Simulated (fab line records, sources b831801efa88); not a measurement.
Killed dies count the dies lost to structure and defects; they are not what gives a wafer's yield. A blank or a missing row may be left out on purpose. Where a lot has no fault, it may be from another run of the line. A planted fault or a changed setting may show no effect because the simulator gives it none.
Which of the tools did it? ; flow sky130 ; 24 lots with 72 wafers sampled at 2 steps, on a route of 708 steps

WHAT THE GAUGES READ, wafer by wafer
SKY_VIA2_THK_MEAS_23: measures by xrf. Usual: VIA2_W_THK gives 424 nm (standard deviation 5.9).
lot;measured;on;VIA2_W_THK (nm);flag
L074;day 36 07:48;film-metro-02;421 428 423;
L075;day 36 10:26;film-metro-03;419 417 421;
L076;day 36 15:44;film-metro-01;433 431 426;
L077;day 37 09:17;film-metro-02;427 428 434;
L078;day 37 09:55;film-metro-01;411 422 409;
L079;day 38 01:07;film-metro-02;424 417 417;
L080;day 38 13:43;film-metro-01;426 421 429;
L081;day 38 16:01;film-metro-02;420 419 420;
L082;day 39 00:25;film-metro-02;430 425 435;
L083;day 39 11:44;film-metro-01;429 430 429;
L084;day 39 12:13;film-metro-03;423 425 425;
L085;day 39 21:22;film-metro-03;425 421 418;
L086;day 39 23:21;film-metro-02;430 422 436;
L087;day 40 14:53;film-metro-03;412 412 413;
L088;day 40 18:13;film-metro-02;423 424 419;
L089;day 41 09:22;film-metro-01;427 425 426;
L090;day 41 14:52;film-metro-02;422 430 419;
L091;day 41 18:47;film-metro-02;424 425 423;
L092;day 41 21:34;film-metro-01;430 432 430;
L093;day 42 05:49;film-metro-03;421 424 417;
L095;day 42 09:13;film-metro-01;424 421 424;
L094;day 42 15:25;film-metro-01;428 430 428;
L096;day 42 19:42;film-metro-02;416 425 425;
L097;day 43 12:53;film-metro-03;422 417 421;

EACH LOT AND THE TOOL THAT RAN IT (in order: tool; ch and the chambers of the sampled wafers; start)
lot;SKY_VIA2_ETCH_15
L074;rie-diel-01 ch 0,1,3, day 36 06:48
L075;rie-diel-02 ch 0,1, day 36 09:26
L076;rie-diel-04 ch 1,2, day 36 14:38
L077;rie-diel-02 ch 2,3, day 37 08:17
L078;rie-diel-01 ch 0,1,3, day 37 08:56
L079;rie-diel-01 ch 0,1,3, day 38 00:09
L080;rie-diel-04 ch 0,2,3, day 38 12:44
L081;rie-diel-01 ch 0,1, day 38 14:59
L082;rie-diel-02 ch 1,2,3, day 38 23:26
L083;rie-diel-02 ch 0,3, day 39 10:45
L084;rie-diel-01 ch 0,2, day 39 11:14
L085;rie-diel-04 ch 0,2,3, day 39 20:20
L086;rie-diel-04 ch 1,2,3, day 39 22:20
L087;rie-diel-01 ch 0,1,3, day 40 13:29
L088;rie-diel-04 ch 1,2,3, day 40 17:11
L089;rie-diel-04 ch 0,1,2, day 41 08:17
L090;rie-diel-01 ch 0,1,3, day 41 13:36
L091;rie-diel-04 ch 0,1,2, day 41 17:18
L092;rie-diel-04 ch 0,3, day 41 20:35
L093;rie-diel-04 ch 0,2,3, day 42 04:51
L095;rie-diel-01 ch 0,1,3, day 42 08:12
L094;rie-diel-02 ch 1,2,3, day 42 14:26
L096;rie-diel-01 ch 0,1,3, day 42 18:42
L097;rie-diel-02 ch 0,2,3, day 43 11:51
- SKY_VIA2_ETCH_15: etches SiO2 in C4F8/O2/Ar, stops on TiN, target depth 546 nm, time 85.76 s.

WHAT THE TOOLS THEMSELVES READ (means of the sampled wafers that have a number; where no wafer has one, the mark that the record gives instead)
SKY_VIA2_ETCH_15. Usual: oes-product-au 0.937 a.u., standard deviation 0.0049.
lot;tool;oes-product-au (a.u.);flag
L074;rie-diel-01;0.939;
L075;rie-diel-02;0.938;
L076;rie-diel-04;0.940;
L077;rie-diel-02;0.936;
L078;rie-diel-01;0.941;
L079;rie-diel-01;0.934;
L080;rie-diel-04;0.934;
L081;rie-diel-01;0.940;
L082;rie-diel-02;0.937;
L083;rie-diel-02;0.935;
L084;rie-diel-01;0.940;
L085;rie-diel-04;0.936;
L086;rie-diel-04;0.938;
L087;rie-diel-01;0.937;
L088;rie-diel-04;0.944;
L089;rie-diel-04;0.936;
L090;rie-diel-01;0.940;
L091;rie-diel-04;0.933;
L092;rie-diel-04;0.932;
L093;rie-diel-04;0.945;
L095;rie-diel-01;0.933;
L094;rie-diel-02;0.937;
L096;rie-diel-01;0.935;
L097;rie-diel-02;0.935;

THE ANSWER, worked out from the rows above alone
Rule: take the mean of a lot's wafers that have a number; if it is more than 3 standard deviations from the usual mean, the lot is off. A lot without any number at a reading at which 4 lots or more have one is off too. All remaining lots with rows at the step are treated as sound. First the gauges in route order, then the tools' own readings, where a lot's mean is used as printed above. The first step at which some lot is off is used, and at that step the reading that is off furthest; a lot without a number counts as furthest.
No lot is off on any of the readings shown, so nothing can be concluded from this.

WHAT WAS PUT IN BY THE SIMULATOR
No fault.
